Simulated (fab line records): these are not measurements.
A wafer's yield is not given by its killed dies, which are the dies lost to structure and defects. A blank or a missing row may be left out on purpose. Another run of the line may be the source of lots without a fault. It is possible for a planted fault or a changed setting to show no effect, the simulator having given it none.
Matching of chambers :: flow sky130 :: SKY_VIA1_CMP_02 on cmp-02 has 4 sister chambers
The step polishes SiO2. 8 wafers are shown with their chamber, then 10 later ones without.

## WAFERS, EACH WITH ITS CHAMBER
wafer: L923.5
chamber: 0
motor current A (A): 13.2

wafer: L927.4
chamber: 0
motor current A (A): 13.5

wafer: L928.6
chamber: 2
motor current A (A): 12.1

wafer: L930.2
chamber: 3
motor current A (A): 12.6

wafer: L930.3
chamber: 2
motor current A (A): 12.1

wafer: L930.5
chamber: 1
motor current A (A): 12.7

wafer: L934.3
chamber: 1
motor current A (A): 12.2

wafer: L934.4
chamber: 3
motor current A (A): 13.4

## WAFERS WHOSE CHAMBER IS MISSING
wafer: L934.6
motor current A (A): 12.7

wafer: L938.4
motor current A (A): 12.6

wafer: L938.5
motor current A (A): 13.5

wafer: L938.6
motor current A (A): 12.3

wafer: L942.3
motor current A (A): 12.4

wafer: L942.5
motor current A (A): 12.2

wafer: L942.6
motor current A (A): 13.2

wafer: L945.1
motor current A (A): 13.0

wafer: L945.2
motor current A (A): 12.3

wafer: L945.4
motor current A (A): 13.7

## THE CHAMBER EACH PASSED THROUGH
wafer: L934.6
from the rows above: can't be placed: 1 or 3 or 2 or 0
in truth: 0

wafer: L938.4
from the rows above: can't be placed: 1 or 3 or 2 or 0
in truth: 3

wafer: L938.5
from the rows above: can't be placed: 0 or 3
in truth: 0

wafer: L938.6
from the rows above: can't be placed: 1 or 2 or 3
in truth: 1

wafer: L942.3
from the rows above: can't be placed: 1 or 2 or 3
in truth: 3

wafer: L942.5
from the rows above: can't be placed: 2 or 1
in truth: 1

wafer: L942.6
from the rows above: can't be placed: 0 or 3 or 1
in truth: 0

wafer: L945.1
from the rows above: can't be placed: 3 or 0 or 1
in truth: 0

wafer: L945.2
from the rows above: can't be placed: 1 or 2 or 3
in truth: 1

wafer: L945.4
from the rows above: can't be placed: 0 or 3
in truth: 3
Correctly placed: 0 of 10. Can't be placed from these rows: 10 (the true chamber is among the candidates in 10). Wrongly placed: 0.
How it was worked out, from the rows above alone: a wafer's distance from a chamber is the root of the sum, over the readings, of the square of ((its reading less the chamber's mean) divided by the reading's scatter). The wafer belongs to the nearest chamber; if the next one is less than 2 further off, it can't be placed. A chamber's mean is the mean of its shown wafers. The scatter is the square root of a quotient: the sum, over the shown wafers, of each reading's squared deviation from its chamber's mean, divided by wafers minus chambers.
